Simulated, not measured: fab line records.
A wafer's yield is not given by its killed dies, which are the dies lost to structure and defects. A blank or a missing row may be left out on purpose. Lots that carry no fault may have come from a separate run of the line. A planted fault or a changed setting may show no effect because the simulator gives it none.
8D (eight disciplines) problem report, filled in by code / flow sky130 / the parts of the form that need people (team, actions taken, sign-off) are left out

## 1. WHAT IS WRONG
VT_ADJUST_HVTP_TW at SKY_VT_ADJUST_HVTP_TW_MEAS_11 reads a mean of 1197 on 6 wafers of 2 lots; wafers without a fault read 1366 with a standard deviation of 18. Measured from the usual mean, that is -9.4 standard deviations.
The first sign was on wafer L912.1 at day 9 13:16, on film-metro-04. The record holds 39 wafers of 13 lots with a number at this step. The rule behind "out" and "out of limits": a value lying over 4 standard deviations away from the usual mean. Any other wafer with a number is counted as sound.

## 2. WHAT IT IS, AND WHAT IT ISN'T
question=which readings at this step | is=VT_ADJUST_HVTP_TW | is not=-
question=which lots | is=L912, L918 | is not=L901, L903, L904, L906, L907, L908, L910, L913, L920, L921, L922
question=which wafers of those lots | is=all that have a number | is not=-
question=read on which gauges | is=film-metro-04 | is not=film-metro-01, film-metro-02
question=when | is=from day 9 13:16 | is not=up to then (21 sound wafers); but 12 sound wafers of L913, L920, L921, L922 came after

## 3. SUSPECTS, AND WHAT RULES EACH OUT
Counting: a tool at a process step up to the reading stays a suspect if it ran every lot that is out and no sound lot after the first of them.
- the gauge at SKY_VT_ADJUST_HVTP_TW_MEAS_11 is ruled out. All the wafers that are out were read on film-metro-04, but those of them that SKY_VT_ADJUST_HVTP_IMPLANT_09 has rows for are out there too, on other tools.
- implanter-04 at SKY_VT_ADJUST_HVTP_IMPLANT_09: kept. Every lot that is out went through it, starting with L912 (day 9 13:01), and after that it ran no sound lot; the last sound lot it ran before then is L908 (day 8 13:58). Its own dose-ions-cm2, faraday-current-uA readings are out on those wafers.
Left after counting: implanter-04 at SKY_VT_ADJUST_HVTP_IMPLANT_09.

## 4. THE CAUSE (what the simulator had put in)
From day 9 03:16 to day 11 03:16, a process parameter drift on implanter-04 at SKY_VT_ADJUST_HVTP_IMPLANT_09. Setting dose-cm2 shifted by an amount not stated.
The count eliminated every tool but this one.

## 5. SEQUENCE OF EFFECTS, ordered by route
Each row: a reading where the mean over the struck wafers with a number is more than 3 standard deviations away from the usual. Scope: only readings with a usual standard deviation given in the record; hours: median across lots of the time from each lot's start at the first step in this table that gives one to its start at this step; sigmas: change in usual standard deviations.
hours=0; step=SKY_VT_ADJUST_HVTP_IMPLANT_09; reading=dose-ions-cm2; usual=4.3e+12; on struck wafers=2.9e+12; change=-1.4e+12; sigmas=-99 or more
hours=0; step=SKY_VT_ADJUST_HVTP_IMPLANT_09; reading=faraday-current-uA; usual=24.3; on struck wafers=16.1; change=-8.2; sigmas=-16
hours=0; step=SKY_VT_ADJUST_HVTP_TW_MEAS_11; reading=VT_ADJUST_HVTP_TW; usual=1366; on struck wafers=1197; change=-169; sigmas=-9.4
It contains these process steps:
- SKY_VT_ADJUST_HVTP_IMPLANT_09
At these later measuring or inspecting steps, every struck wafer for which the step has a row has a number for every such reading, and none has moved that far: SKY_VT_ADJUST_NCORE_OVL_MEAS_08, SKY_SONOS_TUNNEL_CD_MEAS_07.

## 6. HOW IT WOULD HAVE BEEN CAUGHT EARLIER
Counted from the fault's start at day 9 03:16, it took 10 hours until the first out-of-limits reading at a measuring or inspecting step in this record, taken at day 9 13:16.
Tool's own readings at SKY_VT_ADJUST_HVTP_IMPLANT_09, dose-ions-cm2, faraday-current-uA: out on all struck wafers the step has rows for; an alarm limit on them would have tripped on the first.
Of the lots that are out (2), L918 began SKY_VT_ADJUST_HVTP_IMPLANT_09 on implanter-04 after day 9 13:16. Holding the tool at that time would have saved it.
